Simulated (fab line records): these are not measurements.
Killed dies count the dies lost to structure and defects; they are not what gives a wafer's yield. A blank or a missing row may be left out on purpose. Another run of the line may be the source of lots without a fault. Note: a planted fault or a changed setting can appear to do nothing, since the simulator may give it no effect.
Problem report in the 8D (eight disciplines) form, filled by code | flow sky130 | the parts of the form that need people (team, actions taken, sign-off) are left out

## 1. WHAT IS WRONG
Wafers free of any fault read 1630 (standard deviation 12) for RES_XHIGH_TW at SKY_RES_XHIGH_TW_MEAS_09, against a mean of 30 on 3 wafers of 2 lots. That is -99 or more standard deviations from the usual mean.
First seen on wafer L588.3, day 29 23:18, on film_metro-02. The record has a number at this step for 39 wafers belonging to 13 lots. Rule for "out", or "out of limits": more than 4 standard deviations from the usual mean. The other wafers with a number count as sound.

## 2. WHAT IT IS; WHAT IT IS NOT
question                    | is                           | is not
which readings at this step | RES_XHIGH_TW                 | -
which lots                  | L588, L590                   | L579, L580, L583, L594, L596, L597, L598, L599, L600, L601, L602
which wafers of those lots  | L588.3, L588.5, L590.1       | L588.4, L590.4, L590.6
read on which gauges        | film_metro-02, film_metro-04 | film_metro-03
when                        | from day 29 23:18            | up to then (10 sound wafers); but 26 sound wafers of L590, L594, L596, L597, L598, L599, L600, L601, L602 came after

## 3. THE SUSPECTS, EACH WITH WHAT RULES IT OUT
Counting: any tool at a process step up to the reading remains a suspect provided it ran every lot that is out. Sound lots after the first of them don't rule it out here, since some wafers of a struck lot are sound.
- the gauge at SKY_RES_XHIGH_TW_MEAS_09 has been ruled out. 2 gauges (film_metro-02, film_metro-04) read the wafers that are out.
- litho_track-02 at SKY_RES_XHIGH_DEVELOP_06 (develop time 60 s): kept. It processed each lot that is out (first: L588, day 29 22:56); up to then, its last sound lot is L583 (day 28 09:05).
Left after counting: litho_track-02 at SKY_RES_XHIGH_DEVELOP_06.

## 4. THE CAUSE (what the simulator had put in)
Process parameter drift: litho_track-02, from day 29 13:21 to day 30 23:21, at SKY_RES_XHIGH_DEVELOP_06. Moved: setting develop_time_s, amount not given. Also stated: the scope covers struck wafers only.
After counting, this tool was the only one left.

## 5. THE EFFECT CHAIN, in route order
One row per reading whose mean, taken over the struck wafers that have a number, lies over 3 standard deviations from the usual. Only readings whose record carries a usual standard deviation are examined. hours: median over the lots of the time between each lot's start at the first step of this table that gives one and its start at this step. sigmas: the change, counted in usual standard deviations.
hours | step                     | reading         | usual | on struck wafers | change | sigmas
0     | SKY_RES_XHIGH_TW_MEAS_09 | RES_XHIGH_TW    | 1630  | 30               | -1600  | -99 or more
432   | SKY_PAD_OPEN_PROBE_99    | killed_at_other | 0.3   | 404.0            | +403.7 | +99 or more
432   | SKY_PAD_OPEN_PROBE_99    | killed_dies     | 85    | 492              | +407   | +41
432   | SKY_PAD_OPEN_PROBE_99    | killed_on_rim   | 17    | 96               | +79    | +21
Its process steps:
- SKY_PAD_OPEN_PROBE_99

## 6. WHAT WOULD HAVE CAUGHT IT SOONER
Counted from the fault's start at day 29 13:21, it took 10 hours until the first out-of-limits reading at a measuring or inspecting step in this record, taken at day 29 23:18.
Among the 2 lots that are out, L590 began SKY_RES_XHIGH_DEVELOP_06 on litho_track-02 after day 29 23:18. Putting the tool on hold at that point would have spared it.
